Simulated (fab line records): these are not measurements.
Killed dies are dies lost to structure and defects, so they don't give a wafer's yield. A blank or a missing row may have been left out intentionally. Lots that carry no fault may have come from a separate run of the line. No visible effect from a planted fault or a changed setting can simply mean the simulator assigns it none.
Chamber matching    flow sky130    4 sister chambers for SKY_LI_CONTACT_CMP_24 on cmp-01
The step polishes, stops on PSG, t overpolish 20 s, target thk 0 nm. 14 wafers are shown with their chamber, then 7 later ones without.

## WAFERS, EACH WITH ITS CHAMBER
wafer   chamber  motor_current_A (A)  head_pressure_psi (psi)  edge_zone_pressure_frac
L830.1  3        11.3                 3.486                    0.998
L830.4  0        10.7                 3.498                    1.001
L830.6  1        12.7                 3.517                    1.007
L833.3  2        11.6                 3.500                    1.002
L833.5  2        10.3                 3.501                    1.000
L833.6  1        12.8                 3.505                    0.999
L834.1  0        10.3                 3.497                    1.000
L834.3  2        11.1                 3.497                    0.995
L834.4  1        12.9                 3.497                    1.003
L837.1  2        10.5                 3.498                    0.991
L837.2  0        11.0                 3.490                    1.007
L837.5  3        11.0                 3.487                    0.999
L839.2  2        11.3                 3.497                    0.998
L839.3  3        10.9                 3.505                    1.003

SIGNATURES (averages over the wafers above)
reading                  chamber 0  chamber 1  chamber 2  chamber 3  scatter within a chamber
motor_current_A          10.667     12.800     10.960     11.067     0.393
head_pressure_psi        3.49500    3.50633    3.49860    3.49267    0.00695
edge_zone_pressure_frac  1.00267    1.00300    0.99720    1.00000    0.00387
Rule: a wafer lies at a distance from a chamber equal to the root of the sum of squares, over the readings, of (its reading less the chamber's mean, divided by the reading's scatter). The wafer belongs to the nearest chamber; if the next one is less than 2 further off, it can't be placed. How the scatter is found: for the shown wafers, subtract from each reading the mean of its chamber, square and add these, divide the total by (wafers less chambers), then take the root.

## WAFERS MISSING THEIR CHAMBER
wafer   motor_current_A (A)  head_pressure_psi (psi)  edge_zone_pressure_frac
L839.5  10.9                 3.511                    1.000
L846.2  9.8                  3.498                    0.999
L846.4  10.9                 3.495                    1.010
L846.6  9.7                  3.507                    0.999
L850.2  9.9                  3.500                    1.002
L850.5  10.5                 3.505                    1.004
L850.6  12.5                 3.500                    1.009

## WHICH CHAMBER EACH WENT THROUGH
wafer   from the rows above           in truth
L839.5  can't be placed: 2 or 0 or 3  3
L846.2  can't be placed: 0 or 2 or 3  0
L846.4  can't be placed: 0 or 3 or 2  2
L846.6  can't be placed: 0 or 2 or 3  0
L850.2  can't be placed: 0 or 2 or 3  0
L850.5  can't be placed: 0 or 2 or 3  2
L850.6  1                             1
Correct placement for 1 of the 7. These rows do not allow placing 6 (true chamber among the candidates in 6). Placed wrongly: 0.
